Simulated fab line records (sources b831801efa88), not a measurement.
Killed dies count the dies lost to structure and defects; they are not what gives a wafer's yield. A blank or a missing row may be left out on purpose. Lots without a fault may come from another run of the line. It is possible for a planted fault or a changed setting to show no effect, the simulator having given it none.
fab line records	flow gf180mcu
record lots=14	wafers=39	last-day=34
route steps=602 shown CONTACT@298 M1@316
lots untouched by any fault: they come from a run of this same line in which no faults occurred
start-h: hours from the record's first day to the start of the lot's first wafer shown	wait-h: how many hours have passed since the lot's step before this one	" identical to the entry in the row above	L1.1+2: one row covering several wafers at once	- value missing, or start not given	* or withheld: withheld	< > ~ a bound
route shown NAME@n: a module of which the file shows steps, and the number in the route of the first	usual: average and standard deviation across the fault-free wafers	same: alike in all rows	chamber/n: place in a boat	sites: the reading at each site	_std_site: the values' standard deviation	_edge_site: mean of outer sites minus mean of inner sites	radius-mm: for every site, how far away it sits from the centre of the wafer	mask NAME#n: copy n	behind: tool/chamber where the wafer was last shaped	hold: the reason the lot was held/the length of the hold in hours/how it ended	device: whichever transistor did not switch (one of n, p or np)	end of line: tests of these same wafers at the route's end	for a step that has no rows: nothing shown but its recipe	killed: count of dies lost to structure and defects at first sort (not the wafer's yield)	map: shows each die of a wafer: x if killed, . if not, _ if none is there
set.NAME: setting as actually run; set.NAME@STEP: the setting as run at that earlier step	model.NAME: the simulator's own value behind a step, which no gauge read
a sample of lots followed through the steps of the route, with each step as a table and each wafer as a row
services: the hour from which a tool's chamber was out of use, counted from the record's first day as start-h (under 0 if before that day), plus the number of hours and why
## steps
# step GF_CONTACT_EXPOSE_11
# recipe mask-id=Contact	target-cd-nm=220	na=0.68	source-shape=conventional	sigma-outer=0.6	dose-mj=38
# usual reticle-temp-C=23.00/0.1
lot.wafer	tool	chamber	start-h	wait-h	mask	reticle-temp-C
L534.3	krf-scanner-01	0	352.45	-	Contact#0	23.00
L534.5	"	0	"	"	Contact#0	23.02
L534.6	"	0	"	"	Contact#0	23.04
L535.2	krf-scanner-01	0	364.48	-	Contact#0	22.94
L535.3	"	0	"	"	Contact#0	22.80
L535.4	"	0	"	"	Contact#0	22.95
L536.3	krf-scanner-01	0	375.58	-	Contact#0	22.94
L536.4	"	0	"	"	Contact#0	22.88
L536.5	"	0	"	"	Contact#0	23.02
L539.1	krf-scanner-01	0	406.21	-	Contact#0	23.26
L539.3	"	0	"	"	Contact#0	23.03
L539.4	"	0	"	"	Contact#0	23.06
L540.1	krf-scanner-02	0	427.37	-	Contact#0	23.17
L540.3	"	0	"	"	Contact#0	23.09
L540.4	"	0	"	"	Contact#0	23.02
L548.1	krf-scanner-01	0	483.86	-	Contact#0	22.93
L548.5	"	0	"	"	Contact#0	22.90
L549.4	krf-scanner-01	0	492.52	-	Contact#0	23.00
L549.5	"	0	"	"	Contact#0	22.97
L550.1	krf-scanner-01	0	498.65	-	Contact#0	23.14
L550.4	"	0	"	"	Contact#0	23.09
L551.1	krf-scanner-02	0	505.53	-	Contact#0	23.01
L551.2	"	0	"	"	Contact#0	22.94
L551.4	"	0	"	"	Contact#0	23.07
L552.2	krf-scanner-02	0	513.93	-	Contact#0	22.96
L552.3	"	0	"	"	Contact#0	22.88
L552.5	"	0	"	"	Contact#0	23.02
L553.2	krf-scanner-02	0	519.76	-	Contact#0	22.86
L553.5	"	0	"	"	Contact#0	22.90
L553.6	"	0	"	"	Contact#0	22.90
L554.2	krf-scanner-02	0	530.22	-	Contact#0	22.86
L554.4	"	0	"	"	Contact#0	22.90
L554.5	"	0	"	"	Contact#0	22.94
L556.1	krf-scanner-02	0	545.40	-	Contact#0	23.13
L556.2	"	0	"	"	Contact#0	23.03
L556.3	"	0	"	"	Contact#0	23.17
L557.1	krf-scanner-02	0	550.79	-	Contact#0	22.93
L557.4	"	0	"	"	Contact#0	22.92
L557.6	"	0	"	"	Contact#0	22.97
# step GF_CONTACT_CD_MEAS_14
# recipe target-cd-nm=220
# usual cd-nm=220.4/1.7
lot.wafer	tool	chamber	start-h	wait-h	cd-nm
L534.3	cd-sem-02	-	362.99	0.1	218.2
L534.5	"	-	"	"	218.3
L534.6	"	-	"	"	218.3
L535.2	cd-sem-02	-	375.13	0.1	219.9
L535.3	"	-	"	"	218.1
L535.4	"	-	"	"	218.7
L536.3	cd-sem-01	-	387.39	0.1	221.7
L536.4	"	-	"	"	221.1
L536.5	"	-	"	"	220.2
L539.1	cd-sem-01	-	417.64	0.1	219.8
L539.3	"	-	"	"	219.2
L539.4	"	-	"	"	220.8
L540.1	cd-sem-02	-	439.15	0.1	220.0
L540.3	"	-	"	"	220.7
L540.4	"	-	"	"	221.9
L548.1	cd-sem-02	-	495.49	0.1	214.1
L548.5	"	-	"	"	217.3
L549.4	cd-sem-02	-	504.40	0.1	213.2
L549.5	"	-	"	"	219.3
L550.1	cd-sem-02	-	510.14	0.1	211.3
L550.4	"	-	"	"	212.5
L551.1	cd-sem-02	-	517.60	0.1	221.0
L551.2	"	-	"	"	220.8
L551.4	"	-	"	"	221.7
L552.2	cd-sem-01	-	525.81	0.1	216.6
L552.3	"	-	"	"	217.4
L552.5	"	-	"	"	217.7
L553.2	cd-sem-02	-	530.83	0.1	223.5
L553.5	"	-	"	"	223.0
L553.6	"	-	"	"	224.7
L554.2	cd-sem-02	-	541.48	0.1	221.7
L554.4	"	-	"	"	222.4
L554.5	"	-	"	"	222.8
L556.1	cd-sem-02	-	556.55	0.1	220.5
L556.2	"	-	"	"	221.4
L556.3	"	-	"	"	221.4
L557.1	cd-sem-02	-	561.34	0.1	220.0
L557.4	"	-	"	"	220.2
L557.6	"	-	"	"	218.6
# step GF_CONTACT_OVL_MEAS_15
# usual CONTACT_OVL=2/5.1
lot.wafer	tool	chamber	start-h	wait-h	CONTACT_OVL[nm]
L534.3	overlay-01	-	363.08	0.1	9
L534.5	"	-	"	"	1
L534.6	"	-	"	"	5
L535.2	overlay-01	-	375.24	0.1	4
L535.3	"	-	"	"	5
L535.4	"	-	"	"	5
L536.3	overlay-02	-	387.48	0.1	2
L536.4	"	-	"	"	-2
L536.5	"	-	"	"	-1
L539.1	overlay-02	-	417.76	0.1	0
L539.3	"	-	"	"	0
L539.4	"	-	"	"	2
L540.1	overlay-01	-	439.27	0.1	12
L540.3	"	-	"	"	1
L540.4	"	-	"	"	3
L548.1	overlay-01	-	495.61	0.1	4
L548.5	"	-	"	"	7
L549.4	overlay-02	-	504.47	0.1	6
L549.5	"	-	"	"	9
L550.1	overlay-02	-	510.26	0.1	3
L550.4	"	-	"	"	-1
L551.1	overlay-02	-	517.72	0.1	12
L551.2	"	-	"	"	3
L551.4	"	-	"	"	2
L552.2	overlay-01	-	525.91	0.1	7
L552.3	"	-	"	"	1
L552.5	"	-	"	"	-2
L553.2	overlay-02	-	530.93	0.1	5
L553.5	"	-	"	"	1
L553.6	"	-	"	"	5
L554.2	overlay-02	-	541.58	0.1	-3
L554.4	"	-	"	"	-2
L554.5	"	-	"	"	-2
L556.1	overlay-02	-	556.67	0.1	11
L556.2	"	-	"	"	15
L556.3	"	-	"	"	15
L557.1	overlay-01	-	561.46	0.1	-4
L557.4	"	-	"	"	3
L557.6	"	-	"	"	0
# step GF_M1_SPUTTER_01
# recipe material=TiN	target-thk-nm=30	power-w=6500	time-s=25	chamber-pressure-pa=0.4
# usual throttle-valve-pct=30.5/1.2
lot.wafer	tool	chamber	start-h	wait-h	throttle-valve-pct
L534.3	pvd-sputter-01	-	364.38	0.1	30.3
L534.5	"	-	"	"	33.0
L534.6	"	-	"	"	30.4
L535.2	pvd-sputter-03	-	376.60	0.1	29.9
L535.3	"	-	"	"	30.4
L535.4	"	-	"	"	28.9
L536.3	pvd-sputter-01	-	388.90	0.1	30.4
L536.4	"	-	"	"	30.5
L536.5	"	-	"	"	30.5
L539.1	pvd-sputter-01	-	419.04	0.1	30.0
L539.3	"	-	"	"	33.2
L539.4	"	-	"	"	30.6
L540.1	pvd-sputter-01	-	440.55	0.1	30.6
L540.3	"	-	"	"	33.4
L540.4	"	-	"	"	30.1
L548.1	pvd-sputter-04	-	496.89	0.1	29.9
L548.5	"	-	"	"	30.0
L549.4	pvd-sputter-04	-	505.75	0.1	30.2
L549.5	"	-	"	"	30.1
L550.1	pvd-sputter-03	-	511.63	0.1	30.0
L550.4	"	-	"	"	28.6
L551.1	pvd-sputter-01	-	518.99	0.1	30.2
L551.2	"	-	"	"	33.2
L551.4	"	-	"	"	30.7
L552.2	pvd-sputter-03	-	527.18	0.1	30.1
L552.3	"	-	"	"	30.6
L552.5	"	-	"	"	30.4
L553.2	pvd-sputter-04	-	532.21	0.1	30.1
L553.5	"	-	"	"	29.9
L553.6	"	-	"	"	30.1
L554.2	pvd-sputter-03	-	542.96	0.1	31.3
L554.4	"	-	"	"	28.7
L554.5	"	-	"	"	30.3
L556.1	pvd-sputter-01	-	557.95	0.1	33.3
L556.2	"	-	"	"	30.4
L556.3	"	-	"	"	30.4
L557.1	pvd-sputter-01	-	562.74	0.1	30.1
L557.4	"	-	"	"	30.5
L557.6	"	-	"	"	30.4
# step GF_M1_METAL_ETCH_16
# recipe chemistry=Cl2/BCl3	mask-material=KrF	target-depth-nm=750.8	stop-on=SiO2	pressure-mtorr=8	icp-w=800	bias-w=140	Cl2_flow_sccm=80	bcl3-flow-sccm=40	time-s=125.1
# usual bcl3-flow-sccm=39.99/0.11	drypump-motor-current-A=5.6/0.41	oes-product-au=0.987/0.0076	throttle-valve-pct=28.233/0.011
lot.wafer	tool	chamber	start-h	wait-h	bcl3-flow-sccm	drypump-motor-current-A	oes-product-au	rf-hours-counter-h	throttle-valve-pct
L534.3	rie-metal-04	0	387.78	0.1	39.88	6.1	0.994	-	28.239
L534.5	"	1	"	"	39.97	5.3	0.973	-	28.232
L534.6	"	0	"	"	39.92	6.1	0.992	-	28.218
L535.2	rie-metal-04	0	399.75	0.1	39.95	6.1	0.992	-	28.238
L535.3	"	0	"	"	39.99	6.1	0.988	-	28.243
L535.4	"	0	"	"	39.97	6.1	0.986	-	28.237
L536.3	rie-metal-03	1	412.45	0.1	39.93	5.6	0.970	-	28.239
L536.4	"	0	"	"	39.97	5.0	0.990	-	28.220
L536.5	"	1	"	"	39.90	5.6	0.974	-	28.247
L539.1	rie-metal-01	0	443.59	0.0	40.10	5.7	0.997	6.7	28.245
L539.3	"	0	"	"	40.12	5.7	1.001	-	28.219
L539.4	"	0	"	"	40.07	5.7	0.991	-	28.231
L540.1	rie-metal-03	0	465.14	0.0	39.85	4.9	0.993	5.3	28.237
L540.3	"	1	"	"	40.09	5.6	0.983	-	28.262
L540.4	"	0	"	"	40.02	4.9	0.986	-	28.238
L548.1	rie-metal-01	1	519.75	0.0	40.02	5.9	0.987	1.6	28.221
L548.5	"	1	"	"	40.10	5.8	0.991	-	28.221
L549.4	rie-metal-04	1	529.03	0.1	39.93	5.3	0.982	-	28.223
L549.5	"	0	"	"	40.14	6.1	0.997	-	28.216
L550.1	rie-metal-03	0	535.12	0.0	39.85	5.0	0.969	7.2	28.244
L550.4	"	1	"	"	39.87	5.6	0.991	-	28.244
L551.1	rie-metal-03	0	542.08	0.0	40.04	5.0	0.989	7.3	28.229
L551.2	"	1	"	"	39.97	5.6	0.992	8.4	28.246
L551.4	"	0	"	"	40.09	5.0	0.986	-	28.225
L552.2	rie-metal-03	1	550.48	0.0	40.17	5.6	0.983	8.7	28.243
L552.3	"	1	"	"	39.94	5.6	0.986	-	28.243
L552.5	"	0	"	"	39.85	5.0	0.989	-	28.250
L553.2	rie-metal-03	0	554.70	0.0	39.96	5.0	0.987	7.8	28.224
L553.5	"	0	"	"	40.08	5.0	0.985	-	28.233
L553.6	"	1	"	"	40.22	5.6	0.975	-	28.238
L554.2	rie-metal-03	0	565.53	0.0	40.23	5.0	0.992	8.1	28.228
L554.4	"	0	"	"	40.15	5.0	0.984	-	28.230
L554.5	"	0	"	"	39.95	5.0	0.989	-	28.217
L556.1	rie-metal-01	1	580.48	0.0	40.12	5.8	0.993	3.0	28.223
L556.2	"	0	"	"	39.88	5.7	0.990	10.3	28.237
L556.3	"	1	"	"	40.01	5.8	0.989	-	28.214
L557.1	rie-metal-04	1	584.91	0.0	39.86	5.4	0.980	12.1	28.251
L557.4	"	0	"	"	39.99	6.1	0.986	-	28.231
L557.6	"	0	"	"	39.87	6.1	0.993	-	28.248
## services
tool	chamber	start-h	hours	kind
krf-scanner-02	-	335.11	5.1	repair
krf-scanner-01	-	340.17	0.8	pm
krf-scanner-02	-	341.90	0.3	repair
rie-metal-04	-	343.24	0.9	repair
krf-scanner-02	-	353.64	0.5	repair
krf-scanner-01	-	361.04	1.3	pm
rie-metal-04	0	366.60	6.5	repair
rie-metal-01	-	370.34	6.6	repair
krf-scanner-02	-	370.98	0.8	pm
krf-scanner-01	-	376.53	4.0	pm
krf-scanner-01	-	392.70	1.0	pm
krf-scanner-02	-	394.14	1.0	pm
rie-metal-04	1	398.30	90.0	repair
krf-scanner-02	-	447.75	3.6	pm
pvd-sputter-03	-	459.16	3.8	repair
krf-scanner-02	-	477.70	1.3	pm
krf-scanner-01	-	489.62	0.4	repair
rie-metal-04	1	491.68	3.5	repair
pvd-sputter-03	-	495.60	1.7	repair
krf-scanner-01	-	505.31	0.8	pm
krf-scanner-01	-	536.94	1.3	pm
krf-scanner-02	-	539.78	0.8	pm
krf-scanner-01	-	561.70	1.0	pm
krf-scanner-02	-	563.14	1.0	pm
## key
first-sign step=GF_CONTACT_CD_MEAS_14	reading=cd-nm	direction=down	sigmas=4.5	usual=220.4	struck=212.8
effect none on later readings
met-at GF_CONTACT_EXPOSE_11
struck-lots L548,L549,L550
struck-wafers L548.1,L549.4,L550.1,L550.4
tester-left-out L548,L549,L550
not-acting-at GF_CONTACT_OVL_MEAS_15,GF_M1_SPUTTER_01,GF_M1_METAL_ETCH_16
onset-between 406.21 483.86
fault kind=process-parameter-drift	tool=krf-scanner-01	chamber=-	onset-h=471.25	steps=GF_CONTACT_EXPOSE_11	channel=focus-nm	offset=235	shape=step	end-h=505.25	scope=struck-wafers-only
# tester-left-out: of these lots the tester's yield and bins aren't shown, on N5 and GAA mostly nor the transistor test; their killed dies are dies lost to structure and defects alone, not to doping, threshold or leakage, so they don't give the yield
